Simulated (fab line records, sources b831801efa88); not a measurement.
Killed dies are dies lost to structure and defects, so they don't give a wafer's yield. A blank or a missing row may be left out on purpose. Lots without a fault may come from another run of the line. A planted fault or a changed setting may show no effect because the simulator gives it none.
Which tool did it? | flow sfq_line | 8 lots, 24 wafers sampled, at 2 steps of a route of 325

WHAT THE GAUGES READ, wafer by wafer
SFQ_M2_RS_MEAS_914: measures by four-point-probe.
lot  | measured     | on            | M2_NB_RS (ohm/sq)
L909 | day 15 13:54 | film_metro-03 | 0.907 0.880 0.909
L911 | day 16 08:30 | film_metro-03 | 0.895 0.874 0.873
L913 | day 17 03:34 | film_metro-03 | 0.894 0.894 0.896
L915 | day 17 18:32 | film_metro-01 | 0.896 0.896 0.895
L918 | day 18 19:01 | film_metro-03 | 0.893 0.901 0.893
L921 | day 19 10:37 | film_metro-04 | 0.887 0.889 0.888
L925 | day 21 01:49 | film_metro-04 | 1.052 1.048 1.063
L927 | day 21 22:11 | film_metro-04 | 1.056 1.045 1.058

WHICH TOOL RAN EACH LOT (tool, then ch and the chambers of the sampled wafers, then the start)
lot  | SFQ_TRILAYER_M2_DEP_SPUTTER_055
L909 | pvd_sputter-03, day 15 13:49
L911 | pvd_sputter-03, day 16 08:25
L913 | pvd_sputter-05, day 17 03:26
L915 | pvd_sputter-06, day 17 18:26
L918 | pvd_sputter-06, day 18 18:56
L921 | pvd_sputter-05, day 19 10:32
L925 | pvd_sputter-06, day 21 01:41
L927 | pvd_sputter-06, day 21 22:05
- SFQ_TRILAYER_M2_DEP_SPUTTER_055: material Nb, target thk 200 nm, time 133.3 s.

THE ANSWER, worked out from the rows above alone
Rule: what is usual is taken from the lots themselves. Put in order of their means at a reading, lots are off if they are a third of the lots or fewer, leave a main group of 4 or more, and stand apart from it by a gap of 3 or more times the standard deviation of the main group's means; of several such gaps the widest counts. A main group whose means are all the same, to the digits that the tables above print for the reading, isn't used. A lot without any number at a reading at which 4 lots or more have one is off too. The other lots that the step has rows for count as sound.
Off: L925, L927, at SFQ_M2_RS_MEAS_914 (M2_NB_RS). The main group: mean 0.892 ohm/sq, standard deviation 0.0061.
A tool fits if, at a process step before that reading, it ran every lot that is off, and no sound lot after the first of them. The gauges at SFQ_M2_RS_MEAS_914 are tried like those tools. Can't be told from this: 2 tools fit, pvd_sputter-06 at SFQ_TRILAYER_M2_DEP_SPUTTER_055, film_metro-04 at SFQ_M2_RS_MEAS_914.

WHAT THE SIMULATOR HAD PUT IN
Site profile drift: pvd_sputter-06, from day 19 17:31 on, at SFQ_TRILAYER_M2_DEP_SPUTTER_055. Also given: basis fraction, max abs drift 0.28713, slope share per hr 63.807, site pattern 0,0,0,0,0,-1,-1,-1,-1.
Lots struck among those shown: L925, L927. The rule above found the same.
